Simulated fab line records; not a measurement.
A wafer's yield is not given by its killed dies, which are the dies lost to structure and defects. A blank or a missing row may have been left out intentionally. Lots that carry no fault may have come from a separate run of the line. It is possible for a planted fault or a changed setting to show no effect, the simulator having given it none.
Chamber matching ; flow gf180mcu ; pecvd-01 running GF_PASSIVATION_CVD_02: 3 sister chambers
The step deposits Si3N4, target thk 700 nm, time 486.18 s. 22 wafers are shown with their chamber, then 11 later ones without.

== WAFERS WITH THEIR CHAMBER ==
wafer;chamber;heater_power_w (W)
L077.1;0;723
L077.2;2;816
L077.3;1;726
L077.4;0;750
L077.5;2;673
L077.6;1;762
L080.1;0;617
L080.3;1;807
L080.4;2;802
L086.1;2;774
L086.2;1;828
L086.3;0;707
L086.4;2;792
L086.5;1;673
L086.6;0;735
L089.1;1;742
L089.5;0;704
L089.6;2;737
L091.1;1;836
L091.2;0;733
L091.5;0;740
L094.1;2;684

SIGNATURES (means of the wafers above)
reading;chamber 0;chamber 1;chamber 2;scatter within a chamber
heater_power_w;713.62;767.71;754.00;53
Rule: distance of a wafer from a chamber = root of the sum over the readings of ((wafer's reading minus chamber's mean) / reading's scatter) squared. If the next closest chamber is less than 2 further off than the closest, the wafer can't be placed; otherwise it belongs to the closest. The scatter: take each reading less its chamber's mean, square it, sum over the shown wafers, divide by the number of wafers less the number of chambers, and take the root.

== WAFERS MISSING THEIR CHAMBER ==
wafer;heater_power_w (W)
L094.2;698
L094.4;711
L095.1;720
L095.2;661
L095.3;762
L095.4;714
L095.5;796
L095.6;762
L097.4;754
L097.5;750
L097.6;672

== EACH ONE'S CHAMBER ==
wafer;from the rows above;in truth
L094.2;can't be placed: 0 or 2 or 1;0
L094.4;can't be placed: 0 or 2 or 1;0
L095.1;can't be placed: 0 or 2 or 1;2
L095.2;can't be placed: 0 or 2 or 1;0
L095.3;can't be placed: 1 or 2 or 0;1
L095.4;can't be placed: 0 or 2 or 1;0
L095.5;can't be placed: 1 or 2 or 0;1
L095.6;can't be placed: 1 or 2 or 0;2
L097.4;can't be placed: 2 or 1 or 0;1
L097.5;can't be placed: 2 or 1 or 0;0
L097.6;can't be placed: 0 or 2 or 1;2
Correct placement for 0 of the 11. These rows do not allow placing 11 (true chamber among the candidates in 11). 0 placed wrongly.
